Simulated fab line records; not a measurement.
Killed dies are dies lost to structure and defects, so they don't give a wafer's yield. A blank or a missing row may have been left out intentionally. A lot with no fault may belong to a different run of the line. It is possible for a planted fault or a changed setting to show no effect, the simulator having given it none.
fab line records / flow sky130 / part 2 of 2: steps 25 to 34 of 34
record: lots: 5 wafers: 15 lastDay: 49
route steps=708 shown CONTACT@413 METAL1@434
lots with no fault: from the same line, run without faults
startH: hours from the record's first day to the start of the lot's first wafer shown / waitH: hours elapsed since this lot's preceding step / " unchanged from the row above / L1.1+2: a single row standing in for several wafers / - either no value or no given start / * or withheld: withheld / < > ~ a bound
route shown NAME@n: NAME is a module with steps in the file, n the number in the route of the first one / usual: the fault-free wafers' mean and standard deviation / same: alike in all rows / chamber/n: place in a boat / sites: the reading at each site / _std_site: their standard deviation / _edge_site: the outer-site mean with the inner-site mean subtracted / radiusMm: how far each site lies from the wafer's centre / mask NAME#n: copy n / behind: tool/chamber where the wafer was last shaped / hold: what put the lot on hold/how long, in hours/how the hold closed / device: whichever transistor did not switch (one of n, p or np) / end of line: the tests these same wafers got at the end of their route / a step given without rows: its recipe and nothing more / killed: count of dies lost to structure and defects at first sort (not the wafer's yield) / map: shows each die of a wafer: x if killed, . if not, _ if none is there
set.NAME: the setting as run; set.NAME@STEP: as run at that earlier step / model.NAME: the simulator's own value behind a step, which no gauge read
a table for each step, a row for each wafer; lots at some steps of the route
services: when a tool's chamber went out of use (startH, in hours from the record's first day, below 0 if earlier), for how many hours, and the reason
== steps ==
step: SKY_METAL1_SPUTTER_03
recipe: material: Ti targetThkNm: 5 powerW: 3000 timeS: 3.3 chamberPressurePa: 0.4
usual: throttleValvePct: 29.5/1.1
lot.wafer=L074.1 tool=pvdSputter-03 chamber=- startH=746.70 waitH=0.0 throttleValvePct=29.7
lot.wafer=L074.5 tool=pvdSputter-03 chamber=- startH=746.70 waitH=0.0 throttleValvePct=29.7
lot.wafer=L074.6 tool=pvdSputter-03 chamber=- startH=746.70 waitH=0.0 throttleValvePct=29.2
lot.wafer=L081.1 tool=pvdSputter-04 chamber=- startH=816.09 waitH=0.0 throttleValvePct=32.5
lot.wafer=L081.3 tool=pvdSputter-04 chamber=- startH=816.09 waitH=0.0 throttleValvePct=29.3
lot.wafer=L081.4 tool=pvdSputter-04 chamber=- startH=816.09 waitH=0.0 throttleValvePct=29.7
lot.wafer=L082.4 tool=pvdSputter-04 chamber=- startH=825.17 waitH=0.0 throttleValvePct=29.4
lot.wafer=L082.5 tool=pvdSputter-04 chamber=- startH=825.17 waitH=0.0 throttleValvePct=29.5
lot.wafer=L082.6 tool=pvdSputter-04 chamber=- startH=825.17 waitH=0.0 throttleValvePct=32.4
lot.wafer=L090.1 tool=pvdSputter-04 chamber=- startH=869.31 waitH=0.0 throttleValvePct=29.2
lot.wafer=L090.2 tool=pvdSputter-04 chamber=- startH=869.31 waitH=0.0 throttleValvePct=29.3
lot.wafer=L090.3 tool=pvdSputter-04 chamber=- startH=869.31 waitH=0.0 throttleValvePct=29.3
lot.wafer=L092.2 tool=pvdSputter-03 chamber=- startH=877.98 waitH=0.0 throttleValvePct=29.4
lot.wafer=L092.3 tool=pvdSputter-03 chamber=- startH=877.98 waitH=0.0 throttleValvePct=28.8
lot.wafer=L092.6 tool=pvdSputter-03 chamber=- startH=877.98 waitH=0.0 throttleValvePct=29.5
step: SKY_METAL1_SPUTTER_04
recipe: material: TiN targetThkNm: 70 powerW: 6500 timeS: 58.3 chamberPressurePa: 0.4
usual: throttleValvePct: 29.6/1.1
lot.wafer=L074.1 tool=pvdSputter-03 chamber=- startH=746.71 waitH=0.0 throttleValvePct=29.7
lot.wafer=L074.5 tool=pvdSputter-03 chamber=- startH=746.71 waitH=0.0 throttleValvePct=29.7
lot.wafer=L074.6 tool=pvdSputter-03 chamber=- startH=746.71 waitH=0.0 throttleValvePct=29.3
lot.wafer=L081.1 tool=pvdSputter-04 chamber=- startH=816.11 waitH=0.0 throttleValvePct=32.5
lot.wafer=L081.3 tool=pvdSputter-04 chamber=- startH=816.11 waitH=0.0 throttleValvePct=29.4
lot.wafer=L081.4 tool=pvdSputter-04 chamber=- startH=816.11 waitH=0.0 throttleValvePct=29.6
lot.wafer=L082.4 tool=pvdSputter-04 chamber=- startH=825.19 waitH=0.0 throttleValvePct=29.4
lot.wafer=L082.5 tool=pvdSputter-04 chamber=- startH=825.19 waitH=0.0 throttleValvePct=29.6
lot.wafer=L082.6 tool=pvdSputter-04 chamber=- startH=825.19 waitH=0.0 throttleValvePct=32.2
lot.wafer=L090.1 tool=pvdSputter-04 chamber=- startH=869.33 waitH=0.0 throttleValvePct=29.4
lot.wafer=L090.2 tool=pvdSputter-04 chamber=- startH=869.33 waitH=0.0 throttleValvePct=29.5
lot.wafer=L090.3 tool=pvdSputter-04 chamber=- startH=869.33 waitH=0.0 throttleValvePct=29.4
lot.wafer=L092.2 tool=pvdSputter-03 chamber=- startH=877.99 waitH=0.0 throttleValvePct=29.5
lot.wafer=L092.3 tool=pvdSputter-03 chamber=- startH=877.99 waitH=0.0 throttleValvePct=29.0
lot.wafer=L092.6 tool=pvdSputter-03 chamber=- startH=877.99 waitH=0.0 throttleValvePct=29.6
step: SKY_METAL1_RS_MEAS_05
recipe: thkMeasGauge: four-point-probe reads: TiN_of_METAL1_SPUTTER_04+Ti_of_METAL1_SPUTTER_03+AlCu_of_METAL1_SPUTTER_02+TiN_of_METAL1_SPUTTER_01+Ti_of_METAL1_SPUTTER_00
usual: METAL1_ALCU_RS: 0.1268/0.0012
lot.wafer=L074.1 tool=filmMetro-04 chamber=- startH=746.76 waitH=0.0 METAL1_ALCU_RS[ohm/sq]=0.1253
lot.wafer=L074.5 tool=filmMetro-04 chamber=- startH=746.76 waitH=0.0 METAL1_ALCU_RS[ohm/sq]=0.1255
lot.wafer=L074.6 tool=filmMetro-04 chamber=- startH=746.76 waitH=0.0 METAL1_ALCU_RS[ohm/sq]=0.1261
lot.wafer=L081.1 tool=filmMetro-04 chamber=- startH=816.16 waitH=0.0 METAL1_ALCU_RS[ohm/sq]=0.1257
lot.wafer=L081.3 tool=filmMetro-04 chamber=- startH=816.16 waitH=0.0 METAL1_ALCU_RS[ohm/sq]=0.1262
lot.wafer=L081.4 tool=filmMetro-04 chamber=- startH=816.16 waitH=0.0 METAL1_ALCU_RS[ohm/sq]=0.1260
lot.wafer=L082.4 tool=filmMetro-01 chamber=- startH=825.30 waitH=0.1 METAL1_ALCU_RS[ohm/sq]=0.1280
lot.wafer=L082.5 tool=filmMetro-01 chamber=- startH=825.30 waitH=0.1 METAL1_ALCU_RS[ohm/sq]=0.1264
lot.wafer=L082.6 tool=filmMetro-01 chamber=- startH=825.30 waitH=0.1 METAL1_ALCU_RS[ohm/sq]=0.1258
lot.wafer=L090.1 tool=filmMetro-02 chamber=- startH=869.38 waitH=0.0 METAL1_ALCU_RS[ohm/sq]=0.1255
lot.wafer=L090.2 tool=filmMetro-02 chamber=- startH=869.38 waitH=0.0 METAL1_ALCU_RS[ohm/sq]=0.1258
lot.wafer=L090.3 tool=filmMetro-02 chamber=- startH=869.38 waitH=0.0 METAL1_ALCU_RS[ohm/sq]=0.1255
lot.wafer=L092.2 tool=filmMetro-04 chamber=- startH=878.06 waitH=0.0 METAL1_ALCU_RS[ohm/sq]=0.1263
lot.wafer=L092.3 tool=filmMetro-04 chamber=- startH=878.06 waitH=0.0 METAL1_ALCU_RS[ohm/sq]=0.1264
lot.wafer=L092.6 tool=filmMetro-04 chamber=- startH=878.06 waitH=0.0 METAL1_ALCU_RS[ohm/sq]=0.1270
step: SKY_METAL1_THK_MEAS_06
recipe: thkMeasGauge: xrf reads: AlCu_of_METAL1_SPUTTER_02
usual: METAL1_ALCU_THK: 253.7/2.7
lot.wafer=L074.1 tool=filmMetro-04 chamber=- startH=746.88 waitH=0.1 METAL1_ALCU_THK[nm]=258.3
lot.wafer=L074.5 tool=filmMetro-04 chamber=- startH=746.88 waitH=0.1 METAL1_ALCU_THK[nm]=257.1
lot.wafer=L074.6 tool=filmMetro-04 chamber=- startH=746.88 waitH=0.1 METAL1_ALCU_THK[nm]=257.8
lot.wafer=L081.1 tool=filmMetro-04 chamber=- startH=816.28 waitH=0.1 METAL1_ALCU_THK[nm]=256.6
lot.wafer=L081.3 tool=filmMetro-04 chamber=- startH=816.28 waitH=0.1 METAL1_ALCU_THK[nm]=257.3
lot.wafer=L081.4 tool=filmMetro-04 chamber=- startH=816.28 waitH=0.1 METAL1_ALCU_THK[nm]=255.2
lot.wafer=L082.4 tool=filmMetro-01 chamber=- startH=825.39 waitH=0.1 METAL1_ALCU_THK[nm]=252.7
lot.wafer=L082.5 tool=filmMetro-01 chamber=- startH=825.39 waitH=0.1 METAL1_ALCU_THK[nm]=256.8
lot.wafer=L082.6 tool=filmMetro-01 chamber=- startH=825.39 waitH=0.1 METAL1_ALCU_THK[nm]=256.2
lot.wafer=L090.1 tool=filmMetro-02 chamber=- startH=869.50 waitH=0.1 METAL1_ALCU_THK[nm]=249.5
lot.wafer=L090.2 tool=filmMetro-02 chamber=- startH=869.50 waitH=0.1 METAL1_ALCU_THK[nm]=252.0
lot.wafer=L090.3 tool=filmMetro-02 chamber=- startH=869.50 waitH=0.1 METAL1_ALCU_THK[nm]=251.9
lot.wafer=L092.2 tool=filmMetro-04 chamber=- startH=878.17 waitH=0.1 METAL1_ALCU_THK[nm]=254.3
lot.wafer=L092.3 tool=filmMetro-04 chamber=- startH=878.17 waitH=0.1 METAL1_ALCU_THK[nm]=256.3
lot.wafer=L092.6 tool=filmMetro-04 chamber=- startH=878.17 waitH=0.1 METAL1_ALCU_THK[nm]=253.6
step: SKY_METAL1_DEHYDRATE_07
recipe: tempC: 200 timeS: 60
usual: chillPlateTempC: 22.99/0.1
lot.wafer=L074.1 tool=lithoTrack-01 chamber=0 startH=759.44 waitH=12.5 chillPlateTempC=22.88
lot.wafer=L074.5 tool=lithoTrack-01 chamber=0 startH=759.44 waitH=12.5 chillPlateTempC=22.97
lot.wafer=L074.6 tool=lithoTrack-01 chamber=0 startH=759.44 waitH=12.5 chillPlateTempC=22.95
lot.wafer=L081.1 tool=lithoTrack-03 chamber=0 startH=829.07 waitH=12.8 chillPlateTempC=23.03
lot.wafer=L081.3 tool=lithoTrack-03 chamber=0 startH=829.07 waitH=12.8 chillPlateTempC=23.02
lot.wafer=L081.4 tool=lithoTrack-03 chamber=0 startH=829.07 waitH=12.8 chillPlateTempC=22.87
lot.wafer=L082.4 tool=lithoTrack-01 chamber=0 startH=837.91 waitH=12.5 chillPlateTempC=22.88
lot.wafer=L082.5 tool=lithoTrack-01 chamber=0 startH=837.91 waitH=12.5 chillPlateTempC=22.98
lot.wafer=L082.6 tool=lithoTrack-01 chamber=0 startH=837.91 waitH=12.5 chillPlateTempC=22.98
lot.wafer=L090.1 tool=lithoTrack-01 chamber=0 startH=881.19 waitH=11.7 chillPlateTempC=22.93
lot.wafer=L090.2 tool=lithoTrack-01 chamber=0 startH=881.19 waitH=11.7 chillPlateTempC=22.94
lot.wafer=L090.3 tool=lithoTrack-01 chamber=0 startH=881.19 waitH=11.7 chillPlateTempC=22.78
lot.wafer=L092.2 tool=lithoTrack-03 chamber=0 startH=890.54 waitH=12.4 chillPlateTempC=23.00
lot.wafer=L092.3 tool=lithoTrack-03 chamber=0 startH=890.54 waitH=12.4 chillPlateTempC=23.03
lot.wafer=L092.6 tool=lithoTrack-03 chamber=0 startH=890.54 waitH=12.4 chillPlateTempC=22.82
step: SKY_METAL1_HMDS_08
recipe: primeTimeS: 60 primeTempC: 120
usual: chillPlateTempC: 23.02/0.12
lot.wafer=L074.1 tool=lithoTrack-01 chamber=0 startH=759.59 waitH=0.1 chillPlateTempC=22.92
lot.wafer=L074.5 tool=lithoTrack-01 chamber=0 startH=759.59 waitH=0.1 chillPlateTempC=23.02
lot.wafer=L074.6 tool=lithoTrack-01 chamber=0 startH=759.59 waitH=0.1 chillPlateTempC=23.05
lot.wafer=L081.1 tool=lithoTrack-03 chamber=0 startH=829.22 waitH=0.1 chillPlateTempC=23.00
lot.wafer=L081.3 tool=lithoTrack-03 chamber=0 startH=829.22 waitH=0.1 chillPlateTempC=22.95
lot.wafer=L081.4 tool=lithoTrack-03 chamber=0 startH=829.22 waitH=0.1 chillPlateTempC=22.90
lot.wafer=L082.4 tool=lithoTrack-01 chamber=0 startH=838.06 waitH=0.1 chillPlateTempC=22.92
lot.wafer=L082.5 tool=lithoTrack-01 chamber=0 startH=838.06 waitH=0.1 chillPlateTempC=22.79
lot.wafer=L082.6 tool=lithoTrack-01 chamber=0 startH=838.06 waitH=0.1 chillPlateTempC=22.76
lot.wafer=L090.1 tool=lithoTrack-01 chamber=0 startH=881.34 waitH=0.1 chillPlateTempC=23.00
lot.wafer=L090.2 tool=lithoTrack-01 chamber=0 startH=881.34 waitH=0.1 chillPlateTempC=23.13
lot.wafer=L090.3 tool=lithoTrack-01 chamber=0 startH=881.34 waitH=0.1 chillPlateTempC=23.01
lot.wafer=L092.2 tool=lithoTrack-03 chamber=0 startH=890.69 waitH=0.1 chillPlateTempC=22.95
lot.wafer=L092.3 tool=lithoTrack-03 chamber=0 startH=890.69 waitH=0.1 chillPlateTempC=22.90
lot.wafer=L092.6 tool=lithoTrack-03 chamber=0 startH=890.69 waitH=0.1 chillPlateTempC=22.96
step: SKY_METAL1_COAT_09
recipe: resist: BARC tempC: withheld timeS: withheld spinRpm: 3000 resistThkNm: 60
usual: chillPlateTempC: * spinSpeedRpm: 3000.1/2
lot.wafer=L074.1 tool=lithoTrack-01 chamber=0 startH=759.74 waitH=0.1 chillPlateTempC=* spinSpeedRpm=2997.8
lot.wafer=L074.5 tool=lithoTrack-01 chamber=0 startH=759.74 waitH=0.1 chillPlateTempC=* spinSpeedRpm=2995.7
lot.wafer=L074.6 tool=lithoTrack-01 chamber=0 startH=759.74 waitH=0.1 chillPlateTempC=* spinSpeedRpm=2998.3
lot.wafer=L081.1 tool=lithoTrack-03 chamber=0 startH=829.37 waitH=0.1 chillPlateTempC=* spinSpeedRpm=2997.6
lot.wafer=L081.3 tool=lithoTrack-03 chamber=0 startH=829.37 waitH=0.1 chillPlateTempC=* spinSpeedRpm=2999.7
lot.wafer=L081.4 tool=lithoTrack-03 chamber=0 startH=829.37 waitH=0.1 chillPlateTempC=* spinSpeedRpm=3002.1
lot.wafer=L082.4 tool=lithoTrack-01 chamber=0 startH=838.21 waitH=0.1 chillPlateTempC=* spinSpeedRpm=2999.4
lot.wafer=L082.5 tool=lithoTrack-01 chamber=0 startH=838.21 waitH=0.1 chillPlateTempC=* spinSpeedRpm=3003.8
lot.wafer=L082.6 tool=lithoTrack-01 chamber=0 startH=838.21 waitH=0.1 chillPlateTempC=* spinSpeedRpm=3001.7
lot.wafer=L090.1 tool=lithoTrack-01 chamber=0 startH=881.49 waitH=0.1 chillPlateTempC=* spinSpeedRpm=2997.9
lot.wafer=L090.2 tool=lithoTrack-01 chamber=0 startH=881.49 waitH=0.1 chillPlateTempC=* spinSpeedRpm=3001.0
lot.wafer=L090.3 tool=lithoTrack-01 chamber=0 startH=881.49 waitH=0.1 chillPlateTempC=* spinSpeedRpm=3000.7
lot.wafer=L092.2 tool=lithoTrack-03 chamber=0 startH=890.84 waitH=0.1 chillPlateTempC=* spinSpeedRpm=2997.0
lot.wafer=L092.3 tool=lithoTrack-03 chamber=0 startH=890.84 waitH=0.1 chillPlateTempC=* spinSpeedRpm=3000.0
lot.wafer=L092.6 tool=lithoTrack-03 chamber=0 startH=890.84 waitH=0.1 chillPlateTempC=* spinSpeedRpm=2996.1
step: SKY_METAL1_COAT_10
recipe: resist: KrF-thick spinRpm: 3000 resistThkNm: 450
usual: chillPlateTempC: 22.98/0.095 spinSpeedRpm: 3000.5/1.9
lot.wafer=L074.1 tool=lithoTrack-01 chamber=0 startH=- waitH=- chillPlateTempC=22.87 spinSpeedRpm=3002.0
lot.wafer=L074.5 tool=lithoTrack-01 chamber=0 startH=- waitH=- chillPlateTempC=22.82 spinSpeedRpm=2999.5
lot.wafer=L074.6 tool=lithoTrack-01 chamber=0 startH=- waitH=- chillPlateTempC=22.82 spinSpeedRpm=3003.2
lot.wafer=L081.1 tool=lithoTrack-03 chamber=0 startH=- waitH=- chillPlateTempC=22.84 spinSpeedRpm=2998.1
lot.wafer=L081.3 tool=lithoTrack-03 chamber=0 startH=- waitH=- chillPlateTempC=22.75 spinSpeedRpm=2999.8
lot.wafer=L081.4 tool=lithoTrack-03 chamber=0 startH=- waitH=- chillPlateTempC=22.97 spinSpeedRpm=3001.0
lot.wafer=L082.4 tool=lithoTrack-01 chamber=0 startH=- waitH=- chillPlateTempC=22.95 spinSpeedRpm=3001.0
lot.wafer=L082.5 tool=lithoTrack-01 chamber=0 startH=- waitH=- chillPlateTempC=23.04 spinSpeedRpm=3001.7
lot.wafer=L082.6 tool=lithoTrack-01 chamber=0 startH=- waitH=- chillPlateTempC=22.81 spinSpeedRpm=3002.8
lot.wafer=L090.1 tool=lithoTrack-01 chamber=0 startH=- waitH=- chillPlateTempC=23.15 spinSpeedRpm=3001.1
lot.wafer=L090.2 tool=lithoTrack-01 chamber=0 startH=- waitH=- chillPlateTempC=23.17 spinSpeedRpm=3002.3
lot.wafer=L090.3 tool=lithoTrack-01 chamber=0 startH=- waitH=- chillPlateTempC=23.02 spinSpeedRpm=3002.6
lot.wafer=L092.2 tool=lithoTrack-03 chamber=0 startH=- waitH=- chillPlateTempC=22.99 spinSpeedRpm=2998.9
lot.wafer=L092.3 tool=lithoTrack-03 chamber=0 startH=- waitH=- chillPlateTempC=23.03 spinSpeedRpm=2998.5
lot.wafer=L092.6 tool=lithoTrack-03 chamber=0 startH=- waitH=- chillPlateTempC=22.98 spinSpeedRpm=3002.4
step: SKY_METAL1_SOFTBAKE_11
recipe: tempC: 100 timeS: 90 resist: KrF-thick
usual: chillPlateTempC: 22.99/0.093
lot.wafer=L074.1 tool=lithoTrack-01 chamber=0 startH=- waitH=- chillPlateTempC=23.03
lot.wafer=L074.5 tool=lithoTrack-01 chamber=0 startH=- waitH=- chillPlateTempC=23.08
lot.wafer=L074.6 tool=lithoTrack-01 chamber=0 startH=- waitH=- chillPlateTempC=23.05
lot.wafer=L081.1 tool=lithoTrack-03 chamber=0 startH=- waitH=- chillPlateTempC=23.15
lot.wafer=L081.3 tool=lithoTrack-03 chamber=0 startH=- waitH=- chillPlateTempC=23.12
lot.wafer=L081.4 tool=lithoTrack-03 chamber=0 startH=- waitH=- chillPlateTempC=23.10
lot.wafer=L082.4 tool=lithoTrack-01 chamber=0 startH=- waitH=- chillPlateTempC=22.78
lot.wafer=L082.5 tool=lithoTrack-01 chamber=0 startH=- waitH=- chillPlateTempC=22.96
lot.wafer=L082.6 tool=lithoTrack-01 chamber=0 startH=- waitH=- chillPlateTempC=22.98
lot.wafer=L090.1 tool=lithoTrack-01 chamber=0 startH=- waitH=- chillPlateTempC=22.98
lot.wafer=L090.2 tool=lithoTrack-01 chamber=0 startH=- waitH=- chillPlateTempC=23.09
lot.wafer=L090.3 tool=lithoTrack-01 chamber=0 startH=- waitH=- chillPlateTempC=22.89
lot.wafer=L092.2 tool=lithoTrack-03 chamber=0 startH=- waitH=- chillPlateTempC=23.07
lot.wafer=L092.3 tool=lithoTrack-03 chamber=0 startH=- waitH=- chillPlateTempC=22.93
lot.wafer=L092.6 tool=lithoTrack-03 chamber=0 startH=- waitH=- chillPlateTempC=22.94
step: SKY_METAL1_EXPOSE_12
recipe: maskId: MM1 na: 0.8 sourceShape: annular sigmaInner: 0.55 sigmaOuter: 0.85 targetCdNm: 140 doseMj: 28
same: sigmaOuter: 0.85
lot.wafer=L074.1+5+6 tool=krfScanner-02 chamber=0 startH=- waitH=- mask=MM1#0
lot.wafer=L081.1+3+4 tool=krfScanner-02 chamber=0 startH=- waitH=- mask=MM1#0
lot.wafer=L082.4+5+6 tool=krfScanner-02 chamber=0 startH=- waitH=- mask=MM1#0
lot.wafer=L090.1+2+3 tool=krfScanner-02 chamber=0 startH=- waitH=- mask=MM1#0
lot.wafer=L092.2+3+6 tool=krfScanner-02 chamber=0 startH=- waitH=- mask=MM1#0
== services ==
tool=cmp-02 chamber=- startH=707.67 hours=5.2 kind=pm
tool=rieDiel-03 chamber=2 startH=715.08 hours=4.6 kind=repair
tool=krfScanner-02 chamber=- startH=716.55 hours=0.2 kind=repair
tool=krfScanner-02 chamber=- startH=726.91 hours=0.8 kind=pm
tool=pvdSputter-04 chamber=- startH=730.61 hours=5.0 kind=repair
tool=wetBench-02 chamber=- startH=734.32 hours=34.2 kind=pm
tool=plasmaAsher-02 chamber=- startH=738.62 hours=2.1 kind=repair
tool=rieDiel-03 chamber=0 startH=747.43 hours=3.6 kind=repair
tool=pvdSputter-03 chamber=- startH=759.41 hours=4.2 kind=repair
tool=rieDiel-01 chamber=3 startH=761.84 hours=3.8 kind=repair
tool=rieDiel-01 chamber=2 startH=770.84 hours=10.4 kind=repair
tool=krfScanner-02 chamber=- startH=778.22 hours=0.6 kind=repair
tool=pvdSputter-03 chamber=- startH=779.33 hours=2.3 kind=repair
tool=rieDiel-01 chamber=0 startH=783.64 hours=9.3 kind=repair
tool=rieDiel-03 chamber=2 startH=786.72 hours=4.7 kind=repair
tool=pvdSputter-03 chamber=- startH=787.53 hours=5.8 kind=repair
tool=pvdSputter-03 chamber=- startH=790.61 hours=3.0 kind=repair
tool=rieDiel-03 chamber=- startH=792.51 hours=19.5 kind=repair
tool=rieDiel-01 chamber=2 startH=829.88 hours=2.6 kind=repair
tool=krfScanner-02 chamber=- startH=830.45 hours=1.3 kind=pm
tool=pvdSputter-01 chamber=- startH=838.64 hours=1.0 kind=repair
tool=rieDiel-03 chamber=2 startH=844.79 hours=3.5 kind=repair
tool=krfScanner-02 chamber=- startH=848.40 hours=1.0 kind=repair
tool=krfScanner-02 chamber=- startH=867.08 hours=1.0 kind=pm
